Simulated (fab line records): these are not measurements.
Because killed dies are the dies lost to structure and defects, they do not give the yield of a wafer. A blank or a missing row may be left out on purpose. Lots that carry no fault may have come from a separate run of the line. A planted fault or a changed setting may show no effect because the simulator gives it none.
Matching of chambers / flow gf180mcu / GF_V1_CVD_00 on hdpcvd-01: 3 sister chambers
The step deposits SiO2, target thk 600 nm, time 100 s. 3 wafers are shown with their chamber, then 9 later ones without.

== WAFERS PAIRED WITH THEIR CHAMBERS ==
wafer=L962.1; chamber=2; sih4-flow-sccm (sccm)=60.00
wafer=L971.3; chamber=0; sih4-flow-sccm (sccm)=59.89
wafer=L971.5; chamber=1; sih4-flow-sccm (sccm)=59.86

== WAFERS WITHOUT THEIR CHAMBER ==
wafer=L972.4; sih4-flow-sccm (sccm)=60.38
wafer=L972.5; sih4-flow-sccm (sccm)=60.25
wafer=L972.6; sih4-flow-sccm (sccm)=60.10
wafer=L973.2; sih4-flow-sccm (sccm)=59.84
wafer=L973.3; sih4-flow-sccm (sccm)=59.76
wafer=L973.5; sih4-flow-sccm (sccm)=60.13
wafer=L974.3; sih4-flow-sccm (sccm)=59.75
wafer=L974.4; sih4-flow-sccm (sccm)=59.61
wafer=L974.5; sih4-flow-sccm (sccm)=60.07

== THE CHAMBER EACH PASSED THROUGH ==
wafer=L972.4; from the rows above=can't be placed: 2 or 0 or 1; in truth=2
wafer=L972.5; from the rows above=can't be placed: 2 or 0 or 1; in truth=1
wafer=L972.6; from the rows above=can't be placed: 2 or 0 or 1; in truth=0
wafer=L973.2; from the rows above=can't be placed: 1 or 0 or 2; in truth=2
wafer=L973.3; from the rows above=can't be placed: 1 or 0 or 2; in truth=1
wafer=L973.5; from the rows above=can't be placed: 2 or 0 or 1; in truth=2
wafer=L974.3; from the rows above=can't be placed: 1 or 0 or 2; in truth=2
wafer=L974.4; from the rows above=can't be placed: 1 or 0 or 2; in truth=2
wafer=L974.5; from the rows above=can't be placed: 2 or 0 or 1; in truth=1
Placed correctly: 0 of 9. Cannot be placed on the basis of these rows: 9; the candidates contain the true chamber in 9. Number placed wrongly: 0.
How it was worked out, from the rows above alone: a wafer's distance from a chamber is the root of the sum, over the readings, of the square of ((its reading less the chamber's mean) divided by the reading's scatter). If the next closest chamber is less than 2 further off than the closest, the wafer can't be placed; otherwise it belongs to the closest. A chamber's mean is the mean of its shown wafers. The scatter: with one shown wafer a chamber, the root of the mean of the squares of how far each hidden wafer lies from its nearest shown one.
